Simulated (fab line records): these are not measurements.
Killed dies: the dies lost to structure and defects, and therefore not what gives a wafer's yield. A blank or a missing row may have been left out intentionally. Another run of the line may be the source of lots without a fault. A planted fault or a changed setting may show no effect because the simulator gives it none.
fab line records | flow sky130
record lots=6 | wafers=18 | last-day=50
route steps=708 shown GATE_OXIDE@190 POLY_GATE@204 PAD_OPEN@708
lots that met no fault: taken from a fault-free run of the same line
start-h: the number of hours between the record's first day and the start of the first shown wafer of the lot | wait-h: hours from the lot's prior step to this one | " the same as in the row above | L1.1+2: several wafers, shown together as one row | - no value, or no start was given | * or withheld: withheld | < > ~ a bound
route shown NAME@n: a module of which the file shows steps, and the number in the route of the first | usual: mean/standard deviation of fault-free wafers | same: alike in all rows | chamber/n: place in a boat | sites: each site's reading | _std_site: standard deviation of those values | _edge_site: mean of outer sites minus mean of inner sites | radius-mm: how far each site lies from the wafer's centre | mask NAME#n: copy n | behind: tool/chamber where the wafer was last shaped | hold: reason for holding the lot/hours on hold/outcome of the hold | device: which transistor (n, p or np) failed to switch | end of line: at the end of the route, the tests of the same wafers | for a step that has no rows: nothing shown but its recipe | killed: not the wafer's yield, but the dies lost to structure and defects at the first sort | map: shows each die of a wafer: x if killed, . if not, _ if none is there
set.NAME: setting as actually run; set.NAME@STEP: the setting as run at that earlier step | model.NAME: the simulator's own value behind a step, which no gauge read
lots at selected steps of the route; one table per step, one row per wafer
services: when a tool's chamber went out of use (start-h, in hours from the record's first day, below 0 if earlier), for how many hours, and the reason
## steps
# step SKY_GATE_OXIDE_DEHYDRATE_03
# recipe temp-c=200 | time-s=60
# step SKY_GATE_OXIDE_HMDS_04
# recipe prime-time-s=60 | prime-temp-c=120
# step SKY_GATE_OXIDE_COAT_05
# recipe resist=NOVOLAK | spin-rpm=3000 | resist-thk-nm=1140
# step SKY_GATE_OXIDE_SOFTBAKE_06
# recipe temp-c=90 | time-s=60 | resist=NOVOLAK
# step SKY_GATE_OXIDE_EXPOSE_07
# recipe mask-id=LVOM | na=0.6 | source-shape=conventional | sigma-outer=0.6 | polarization=unpolarized | target-cd-nm=600 | dose-mj=170
# step SKY_GATE_OXIDE_PEB_08
# recipe temp-c=withheld | time-s=* | resist=NOVOLAK
# step SKY_GATE_OXIDE_DEVELOP_09
# recipe resist=NOVOLAK | developer=TMAH | develop-time-s=60 | dev-temp-c=23
# step SKY_GATE_OXIDE_OVL_MEAS_10
# usual GATE_OXIDE_OVL=0.3/1.4
lot.wafer | tool       | chamber | start-h | wait-h | GATE_OXIDE_OVL[nm]
L996.2    | overlay-02 | -       | 300.22  | 0.1    | -1.5
L996.3    | "          | -       | "       | "      | -2.0
L996.4    | "          | -       | "       | "      | 1.9
L999.1    | overlay-01 | -       | 326.56  | 0.1    | 1.3
L999.3    | "          | -       | "       | "      | 2.3
L999.6    | "          | -       | "       | "      | 1.6
L103.1    | overlay-02 | -       | 359.71  | 0.1    | -0.8
L103.3    | "          | -       | "       | "      | -0.6
L103.4    | "          | -       | "       | "      | 0.2
L108.1    | overlay-02 | -       | 408.51  | 0.1    | -1.0
L108.4    | "          | -       | "       | "      | -0.5
L108.5    | "          | -       | "       | "      | 0.9
L116.1    | overlay-01 | -       | 488.46  | 0.1    | -0.1
L116.3    | "          | -       | "       | "      | -0.3
L116.5    | "          | -       | "       | "      | -1.3
L118.1    | overlay-01 | -       | 496.71  | 0.1    | -0.7
L118.4    | "          | -       | "       | "      | -0.7
L118.6    | "          | -       | "       | "      | 0.6
# step SKY_GATE_OXIDE_IMPLANT_11
# recipe species=B | energy-kev=10 | dose-cm2=2.6e+12 | tilt-deg=withheld
# step SKY_GATE_OXIDE_WET_ETCH_12
# recipe chemistry=dHF | target-depth-nm=16.8 | dry=n2-spin | target=SiO2 | dilution=100:1 | temp-c=25 | time-s=336
# step SKY_GATE_OXIDE_STRIP_13
# recipe chemistry=O2/N2 | power-w=1400 | pressure-mtorr=1500 | platen-temp-c=withheld | o2-flow-sccm=3000 | n2-flow-sccm=300 | overash-fraction=0.5
# usual drypump-motor-current-A=5.40/0.24 | oes-product-au=0.716/0.0042 | strip-time-to-endpoint-s=14.20/0.042
lot.wafer | tool            | chamber | start-h | wait-h | drypump-motor-current-A | oes-product-au | rf-hours-counter-h | strip-time-to-endpoint-s
L996.2    | plasma-asher-04 | 0       | 300.50  | 0.0    | 5.52                    | 0.706          | 18                 | 14.22
L996.3    | "               | 1       | "       | "      | 5.42                    | 0.720          | -                  | 14.16
L996.4    | "               | 0       | "       | "      | 5.53                    | 0.714          | -                  | 14.17
L999.1    | plasma-asher-03 | 0       | 326.86  | 0.0    | 4.84                    | 0.721          | 65                 | 14.22
L999.3    | "               | 0       | "       | "      | 4.85                    | 0.715          | -                  | 14.27
L999.6    | "               | 1       | "       | "      | 5.85                    | 0.713          | -                  | 14.19
L103.1    | plasma-asher-01 | 0       | 360.00  | 0.0    | 5.28                    | 0.711          | 66                 | 14.18
L103.3    | "               | 1       | "       | "      | 5.36                    | 0.718          | -                  | 14.22
L103.4    | "               | 0       | "       | "      | 5.25                    | 0.718          | -                  | 14.22
L108.1    | plasma-asher-04 | 1       | 408.80  | 0.0    | 5.40                    | 0.714          | 29                 | 14.22
L108.4    | "               | 0       | "       | "      | 5.59                    | 0.708          | -                  | 14.21
L108.5    | "               | 0       | "       | "      | 5.62                    | 0.716          | -                  | 14.20
L116.1    | plasma-asher-04 | 0       | 488.75  | 0.0    | 5.61                    | 0.720          | 37                 | 14.21
L116.3    | "               | 1       | "       | "      | 5.43                    | 0.724          | -                  | 14.17
L116.5    | "               | 0       | "       | "      | 5.56                    | 0.717          | -                  | 14.14
L118.1    | plasma-asher-01 | 0       | 497.01  | 0.0    | 5.27                    | 0.723          | 6                  | 14.21
L118.4    | "               | 0       | "       | "      | 5.25                    | 0.719          | -                  | 14.19
L118.6    | "               | 1       | "       | "      | 5.34                    | 0.712          | -                  | 14.20
# step SKY_GATE_OXIDE_TW_MEAS_14
# usual GATE_OXIDE_TW=224.3/0.96
lot.wafer | tool          | chamber | start-h | wait-h | GATE_OXIDE_TW
L996.2    | film-metro-02 | -       | 300.61  | 0.1    | 223.0
L996.3    | "             | -       | "       | "      | 224.4
L996.4    | "             | -       | "       | "      | 223.2
L999.1    | film-metro-01 | -       | 326.96  | 0.1    | 224.8
L999.3    | "             | -       | "       | "      | 224.8
L999.6    | "             | -       | "       | "      | 223.9
L103.1    | film-metro-04 | -       | 360.10  | 0.1    | 224.6
L103.3    | "             | -       | "       | "      | 224.4
L103.4    | "             | -       | "       | "      | 224.8
L108.1    | film-metro-04 | -       | 408.90  | 0.1    | 223.2
L108.4    | "             | -       | "       | "      | 223.7
L108.5    | "             | -       | "       | "      | 223.3
L116.1    | film-metro-04 | -       | 488.85  | 0.1    | 225.4
L116.3    | "             | -       | "       | "      | 223.8
L116.5    | "             | -       | "       | "      | 224.6
L118.1    | film-metro-01 | -       | 497.11  | 0.1    | 224.6
L118.4    | "             | -       | "       | "      | 224.2
L118.6    | "             | -       | "       | "      | 224.9
# step SKY_GATE_OXIDE_CLEAN_15
# recipe chemistry=SC1/SC2 | mix=1:4:20 | temp-c=70 | time-s=150 | dry=n2-spin
# usual bath-guard-temp-C=69.7/0.39 | bath-heat-duty-pct=13.7/1.1
lot.wafer | tool         | chamber | start-h | wait-h | bath-guard-temp-C | bath-heat-duty-pct | model.SiO2_of_SONOS_ONO_CVD_04.thk-nm | model.SiO2_of_GATE_OXIDE_OXIDATION_01.thk-nm
L996.2    | wet-bench-04 | 0       | 300.66  | 0.0    | 69.0              | 14.4               | 4.15                                  | 10.09
L996.3    | "            | 0       | "       | "      | 69.5              | 14.7               | 4.168                                 | 10.08
L996.4    | "            | 0       | "       | "      | 69.8              | 14.6               | 4.15                                  | 10.01
L999.1    | wet-bench-01 | 1       | 327.02  | 0.1    | 69.6              | 14.0               | 4.049                                 | 10.03
L999.3    | "            | 1       | "       | "      | 69.6              | 13.9               | 4.06                                  | 9.905
L999.6    | "            | 1       | "       | "      | 69.7              | 15.8               | 4.084                                 | 10.01
L103.1    | wet-bench-04 | 1       | 360.16  | 0.1    | 69.9              | 13.5               | 4.018                                 | 9.966
L103.3    | "            | 1       | "       | "      | 70.1              | 13.6               | 4.018                                 | 10.03
L103.4    | "            | 1       | "       | "      | 70.3              | 13.3               | 4.055                                 | 10.03
L108.1    | wet-bench-04 | 1       | 408.96  | 0.1    | 70.3              | 13.5               | 4.059                                 | 10.06
L108.4    | "            | 1       | "       | "      | 70.0              | 15.0               | 4.097                                 | 10.05
L108.5    | "            | 1       | "       | "      | 70.3              | 13.5               | 4.004                                 | 10.22
L116.1    | wet-bench-02 | 2       | 488.91  | 0.1    | -                 | -                  | 4.736                                 | 10.56
L116.3    | "            | 2       | "       | "      | -                 | -                  | 4.775                                 | 10.5
L116.5    | "            | 2       | "       | "      | -                 | -                  | 4.711                                 | 10.43
L118.1    | wet-bench-04 | 0       | 497.17  | 0.1    | -                 | -                  | 4.78                                  | 9.953
L118.4    | "            | 0       | "       | "      | -                 | -                  | 4.844                                 | 9.886
L118.6    | "            | 0       | "       | "      | -                 | -                  | 4.701                                 | 9.957
# step SKY_GATE_OXIDE_OXIDATION_16
# recipe temp-c=800 | ambient=O2 | idle-temp-c=700 | ramp-up-c-per-min=10 | ramp-down-c-per-min=3 | stabilise-s=600 | purge-s=300 | target-thk-a=35.7 | ox-time-s=1915
# usual zone-power-bottom-pct=21.3/0.88 | zone-power-upper-pct=13.5/0.69
lot.wafer | tool       | chamber | start-h | wait-h | zone-power-bottom-pct | zone-power-upper-pct | model.SiO2_of_GATE_OXIDE_OXIDATION_01.thk-nm
L996.2    | furnace-02 | 0       | 302.59  | 1.9    | 22.2                  | 14.0                 | 11.79
L996.3    | "          | 0       | "       | "      | 22.0                  | 14.0                 | 11.75
L996.4    | "          | 0       | "       | "      | 22.3                  | 14.3                 | 11.73
L999.1    | furnace-01 | 0       | 328.01  | 0.9    | 20.7                  | 12.4                 | 11.72
L999.3    | "          | 0       | "       | "      | 20.5                  | 12.7                 | 11.61
L999.6    | "          | 0       | "       | "      | 20.5                  | 12.9                 | 11.7
L103.1    | furnace-02 | 0       | 361.36  | 1.1    | 22.2                  | 13.9                 | 11.62
L103.3    | "          | 0       | "       | "      | 22.0                  | 14.1                 | 11.68
L103.4    | "          | 0       | "       | "      | 22.2                  | 13.9                 | 11.68
L108.1    | furnace-02 | 0       | 410.18  | 1.2    | 22.5                  | 14.1                 | 11.74
L108.4    | "          | 0       | "       | "      | 21.9                  | 14.1                 | 11.78
L108.5    | "          | 0       | "       | "      | 22.1                  | 14.3                 | 11.91
L116.1    | furnace-01 | 0       | 488.96  | 0.0    | 20.5                  | 12.8                 | 12.21
L116.3    | "          | 0       | "       | "      | 20.6                  | 13.0                 | 12.17
L116.5    | "          | 0       | "       | "      | 20.6                  | 12.7                 | 12.09
L118.1    | furnace-02 | 0       | 497.31  | 0.1    | 22.2                  | 14.3                 | 11.65
L118.4    | "          | 0       | "       | "      | 22.5                  | 14.1                 | 11.6
L118.6    | "          | 0       | "       | "      | 22.3                  | 14.0                 | 11.66
# step SKY_POLY_GATE_CVD_00
# recipe material=poly-Si | target-thk-nm=180 | temp-c=620 | time-s=720 | pressure-mtorr=200
# step SKY_PAD_OPEN_PROBE_99
# usual killed_at_M0_to_M3=42/6.3 | killed_at_M4_up=3.2/1.9 | killed-at-contacts=24/5.8 | killed-at-front-end=15/4.3 | killed-at-other=0.2/0.62 | killed-dies=85/9.3 | killed-open=46/6.8 | killed-short=38/6.1
# same gross-dies=492 | killed-at-back-side=0
lot.wafer | tool      | chamber | start-h | wait-h | killed_at_M0_to_M3 | killed_at_M4_up | killed-at-contacts | killed-at-front-end | killed-at-other | killed-dies | killed-open | killed-short | model.etest.sonos-erased.drive-ua-um | model.etest.sonos-uncharged.r-on-ohm-um | model.etest.nfet-g5v0d10v5.drive-ua-um | model.etest.nfet_05v0_nvt.drive-ua-um | model.etest.nfet_16v.drive-ua-um | model.etest.cap-thin-oxide.gate-log10-a-cm2 | model.etest.cap-thin-oxide.gate-bv-v | model.etest.cap-ono.gate-log10-a-cm2
L996.2    | prober-02 | -       | 1064.32 | 0.1    | 34                 | 4               | 17                 | 15                  | 0               | 70          | 38          | 32           | 171.3                                | 790.3                                   | 597.5                                  | 566.4                                 | 220.5                            | -7.382                                      | 7.166                                | -7.94
L996.3    | prober-02 | -       | 1064.37 | 0.2    | 56                 | 0               | 26                 | 12                  | 0               | 94          | 61          | 33           | 229.2                                | 789                                     | 603.8                                  | 569.3                                 | 218.9                            | -7.094                                      | 7.11                                 | -7.808
L996.4    | prober-02 | -       | 1064.42 | 0.2    | 40                 | 4               | 33                 | 11                  | 0               | 88          | 48          | 40           | 220.3                                | 790.9                                   | 596.8                                  | 570.7                                 | 219.3                            | -7.549                                      | 6.979                                | -7.789
L999.1    | prober-01 | -       | 1083.05 | 0.1    | 42                 | 5               | 32                 | 14                  | 0               | 93          | 50          | 43           | 185.8                                | 825.5                                   | 597.3                                  | 568.5                                 | 217.8                            | -7.149                                      | 7.084                                | -7.809
L999.3    | prober-01 | -       | 1083.15 | 0.2    | 40                 | 2               | 17                 | 11                  | 0               | 70          | 44          | 26           | 202.2                                | 829.1                                   | 603.9                                  | 574                                   | 221.3                            | -7.241                                      | 7.095                                | -7.685
L999.6    | prober-01 | -       | 1083.30 | 0.2    | 58                 | 1               | 26                 | 18                  | 2               | 105         | 57          | 48           | 183.7                                | 820.3                                   | 603.9                                  | 570.5                                 | 221.7                            | -7.123                                      | 6.851                                | -7.831
L103.1    | prober-01 | -       | 1108.47 | 0.1    | 35                 | 3               | 22                 | 13                  | 0               | 73          | 42          | 31           | 203.1                                | 828.8                                   | 603.9                                  | 582                                   | 222.1                            | -6.79                                       | 7.104                                | -7.771
L103.3    | prober-01 | -       | 1108.57 | 0.2    | 51                 | 1               | 30                 | 20                  | 1               | 103         | 51          | 51           | 197.2                                | 803.3                                   | 609.2                                  | 579.1                                 | 220.6                            | -6.924                                      | 7.072                                | -7.797
L103.4    | prober-01 | -       | 1108.62 | 0.2    | 50                 | 2               | 33                 | 22                  | 0               | 107         | 63          | 44           | 231.1                                | 817.4                                   | 605.5                                  | 573.6                                 | 220.8                            | -6.717                                      | 6.913                                | -7.818
L108.1    | prober-02 | -       | 1139.44 | 0.1    | 40                 | 3               | 19                 | 20                  | 1               | 83          | 46          | 33           | 206.6                                | 788                                     | 606.6                                  | 573.8                                 | 221.3                            | -7.123                                      | 6.942                                | -7.699
L108.4    | prober-02 | -       | 1139.59 | 0.2    | 47                 | 4               | 13                 | 15                  | 0               | 79          | 43          | 35           | 181                                  | 790.8                                   | 605.2                                  | 574.4                                 | 219.4                            | -7.543                                      | 7.107                                | -7.839
L108.5    | prober-02 | -       | 1139.64 | 0.2    | 37                 | 4               | 19                 | 20                  | 0               | 80          | 48          | 29           | 222                                  | 805                                     | 593.5                                  | 562.8                                 | 218.2                            | -7.375                                      | 7.096                                | -7.639
L116.1    | prober-02 | -       | 1185.08 | 0.1    | 43                 | 1               | 31                 | 17                  | 4               | 96          | 59          | 35           | 170.2                                | 835.6                                   | 581.8                                  | 551.6                                 | 212.8                            | -5.709                                      | 5.86                                 | -8.567
L116.3    | prober-02 | -       | 1185.18 | 0.2    | 47                 | 2               | 17                 | 15                  | 1               | 82          | 38          | 44           | 129.5                                | 838.8                                   | 574.4                                  | 560.5                                 | 212.7                            | -5.832                                      | 5.855                                | -8.712
L116.5    | prober-02 | -       | 1185.28 | 0.2    | 41                 | 2               | 23                 | 15                  | 0               | 81          | 46          | 35           | 143.4                                | 833.8                                   | 584.8                                  | 558.1                                 | 216                              | -5.702                                      | 5.826                                | -8.681
L118.1    | prober-02 | -       | 1189.74 | 0.1    | 38                 | 2               | 30                 | 13                  | 0               | 83          | 44          | 39           | 185.4                                | 820.9                                   | 603                                    | 578.8                                 | 221.6                            | -5.72                                       | 5.806                                | -8.584
L118.4    | prober-02 | -       | 1189.89 | 0.2    | 36                 | 3               | 32                 | 23                  | 0               | 94          | 54          | 39           | 171.4                                | 828.1                                   | 610.8                                  | 580.3                                 | 221.5                            | -5.838                                      | 5.903                                | -8.682
L118.6    | prober-02 | -       | 1189.99 | 0.2    | 46                 | 0               | 37                 | 9                   | 0               | 92          | 45          | 47           | 188                                  | 816.2                                   | 605.2                                  | 579.7                                 | 222.3                            | -5.752                                      | 5.769                                | -8.549
# killed by level:class
L996.2 VIA1:geometric-particle:open=8 FIELD_ISO:geometric-particle:open=7 METAL2:geometric-particle:short=6 LI_CONTACT:geometric-particle:open=5 CONTACT:geometric-particle:open=5 VIA3:geometric-particle:open=4 FIELD_ISO:geometric-particle:short=3 CONTACT:geometric-particle:short=3
L996.3 VIA1:geometric-particle:open=17 VIA2:geometric-particle:open=13 LI_CONTACT:geometric-particle:open=10 VIA3:geometric-particle:open=8 LI_CONTACT:geometric-particle:short=5 METAL1:geometric-particle:short=5 POLY_GATE:geometric-particle:short=4 CONTACT:geometric-particle:open=4
L996.4 CONTACT:geometric-particle:open=13 VIA1:geometric-particle:open=11 LI_CONTACT:geometric-particle:open=9 VIA3:geometric-particle:open=8 FIELD_ISO:geometric-particle:short=6 LOCAL_INTERCONNECT:geometric-particle:short=6 VIA2:geometric-particle:open=5 POLY_GATE:geometric-particle:short=4
L999.1 CONTACT:geometric-particle:open=16 VIA1:geometric-particle:open=15 METAL1:geometric-particle:short=11 CONTACT:geometric-particle:short=6 LI_CONTACT:geometric-particle:open=5 VIA3:geometric-particle:open=5 METAL4:geometric-particle:short=5 LI_CONTACT:geometric-particle:short=4
L999.3 VIA2:geometric-particle:open=9 CONTACT:geometric-particle:open=8 METAL2:geometric-particle:short=6 VIA1:geometric-particle:open=6 LI_CONTACT:geometric-particle:open=5 FIELD_ISO:geometric-particle:open=4 VIA2:geometric-particle:short=4 VIA1:geometric-particle:short=3
L999.6 VIA1:geometric-particle:open=13 VIA3:geometric-particle:open=9 CONTACT:geometric-particle:open=8 LI_CONTACT:geometric-particle:open=7 FIELD_ISO:geometric-particle:open=6 METAL1:geometric-particle:short=6 VIA2:geometric-particle:open=6 LOCAL_INTERCONNECT:geometric-particle:short=5
L103.1 CONTACT:geometric-particle:open=10 VIA1:geometric-particle:open=9 VIA2:geometric-particle:open=6 LI_CONTACT:geometric-particle:open=5 FIELD_ISO:geometric-particle:open=4 METAL1:geometric-particle:short=4 VIA1:geometric-particle:short=4 VIA3:geometric-particle:open=4
L103.3 CONTACT:geometric-particle:open=10 CONTACT:geometric-particle:short=10 VIA1:geometric-particle:open=8 POLY_GATE:geometric-particle:short=7 LI_CONTACT:geometric-particle:open=7 METAL1:geometric-particle:short=7 VIA1:geometric-particle:short=7 VIA2:geometric-particle:open=6
L103.4 CONTACT:geometric-particle:open=14 LI_CONTACT:geometric-particle:open=11 VIA1:geometric-particle:open=10 POLY_GATE:geometric-particle:open=6 VIA2:geometric-particle:short=6 VIA2:geometric-particle:open=6 VIA3:geometric-particle:short=6 METAL1:geometric-particle:short=5
L108.1 VIA1:geometric-particle:open=11 CONTACT:geometric-particle:open=8 POLY_GATE:geometric-particle:short=6 METAL1:geometric-particle:short=6 VIA2:geometric-particle:open=6 FIELD_ISO:geometric-particle:open=4 LI_CONTACT:geometric-particle:open=4 VIA1:geometric-particle:short=4
L108.4 VIA2:geometric-particle:open=9 VIA1:geometric-particle:open=9 VIA1:geometric-particle:short=7 POLY_GATE:geometric-particle:open=6 METAL1:geometric-particle:short=6 VIA3:geometric-particle:open=6 CONTACT:geometric-particle:open=4 METAL2:geometric-particle:short=4
L108.5 VIA2:geometric-particle:open=10 CONTACT:geometric-particle:open=8 VIA1:geometric-particle:open=7 POLY_GATE:geometric-particle:open=5 POLY_GATE:geometric-particle:short=5 LI_CONTACT:geometric-particle:open=5 METAL1:geometric-particle:short=5 FIELD_ISO:geometric-particle:short=4
L116.1 CONTACT:geometric-particle:open=12 VIA1:geometric-particle:open=11 LI_CONTACT:geometric-particle:open=9 METAL2:geometric-particle:short=7 VIA3:geometric-particle:open=6 VIA2:geometric-particle:open=4 FIELD_ISO:geometric-particle:short=3 FIELD_ISO:geometric-particle:open=3
L116.3 METAL1:geometric-particle:short=10 VIA1:geometric-particle:open=8 VIA1:geometric-particle:short=7 METAL2:geometric-particle:short=7 SPACER:geometric-particle:open=6 LI_CONTACT:geometric-particle:open=5 CONTACT:geometric-particle:short=4 CONTACT:geometric-particle:open=4
L116.5 VIA2:geometric-particle:open=12 CONTACT:geometric-particle:open=8 LI_CONTACT:geometric-particle:open=7 METAL2:geometric-particle:short=7 VIA1:geometric-particle:open=6 FIELD_ISO:geometric-particle:short=5 METAL1:geometric-particle:short=5 LOCAL_INTERCONNECT:geometric-particle:short=4
L118.1 CONTACT:geometric-particle:open=11 METAL1:geometric-particle:short=9 LI_CONTACT:geometric-particle:open=7 VIA1:geometric-particle:open=5 VIA3:geometric-particle:open=5 POLY_GATE:geometric-particle:short=4 LOCAL_INTERCONNECT:geometric-particle:short=4 FIELD_ISO:geometric-particle:short=3
L118.4 CONTACT:geometric-particle:open=12 LI_CONTACT:geometric-particle:open=10 FIELD_ISO:geometric-particle:open=9 VIA1:geometric-particle:open=8 VIA1:geometric-particle:short=7 FIELD_ISO:geometric-particle:short=6 METAL1:geometric-particle:short=5 METAL2:geometric-particle:short=5
L118.6 CONTACT:geometric-particle:short=10 LI_CONTACT:geometric-particle:open=9 CONTACT:geometric-particle:open=9 VIA2:geometric-particle:open=9 VIA3:geometric-particle:open=8 METAL2:geometric-particle:short=7 VIA1:geometric-particle:open=7 LI_CONTACT:geometric-particle:short=5
## services
tool            | chamber | start-h | hours | kind
wet-bench-02    | -       | 278.36  | 1.3   | repair
furnace-02      | -       | 318.17  | 3.2   | pm
wet-bench-02    | -       | 395.38  | 4.6   | repair
furnace-01      | -       | 408.42  | 3.8   | pm
plasma-asher-03 | -       | 408.43  | 2.8   | pm
wet-bench-01    | -       | 411.09  | 46.6  | pm
plasma-asher-01 | -       | 421.25  | 9.0   | pm
plasma-asher-01 | 0       | 421.25  | 9.0   | vent-cycle
plasma-asher-01 | 1       | 421.25  | 9.0   | vent-cycle
plasma-asher-01 | 0       | 430.25  | -     | clean
plasma-asher-01 | 1       | 430.25  | -     | clean
furnace-02      | -       | 432.81  | 5.1   | pm
wet-bench-01    | -       | 474.21  | 0.6   | repair
wet-bench-01    | -       | 491.62  | 10.7  | repair
## key
first-sign step=SKY_GATE_OXIDE_CLEAN_15 | reading=tool-record | direction=missing
effect none on later readings
model-effect step=SKY_GATE_OXIDE_CLEAN_15 | value=SiO2_of_SONOS_ONO_CVD_04.thk-nm | without=4.078 | struck=4.758
model-effect step=SKY_GATE_OXIDE_OXIDATION_16 | value=SiO2_of_GATE_OXIDE_OXIDATION_01.thk-nm | without=11.58 | struck=11.9
model-effect step=SKY_PAD_OPEN_PROBE_99 | value=etest.sonos-erased.drive-ua-um | without=201.8 | struck=164.6
met-at SKY_GATE_OXIDE_CLEAN_15
struck-wafers L116.1,L116.3,L116.5,L118.1,L118.4,L118.6
tester-left-out L116,L118
onset-between 408.96 488.91
fault kind=skipped-step-whole | tool=wet-bench-02,wet-bench-04 | chamber=- | onset-h=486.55 | steps=SKY_GATE_OXIDE_CLEAN_15 | scope=struck-lots-only
# tester-left-out: of these lots the tester's yield and bins aren't shown, on N5 and GAA mostly nor the transistor test; their killed dies are dies lost to structure and defects alone, not to doping, threshold or leakage, so they don't give the yield
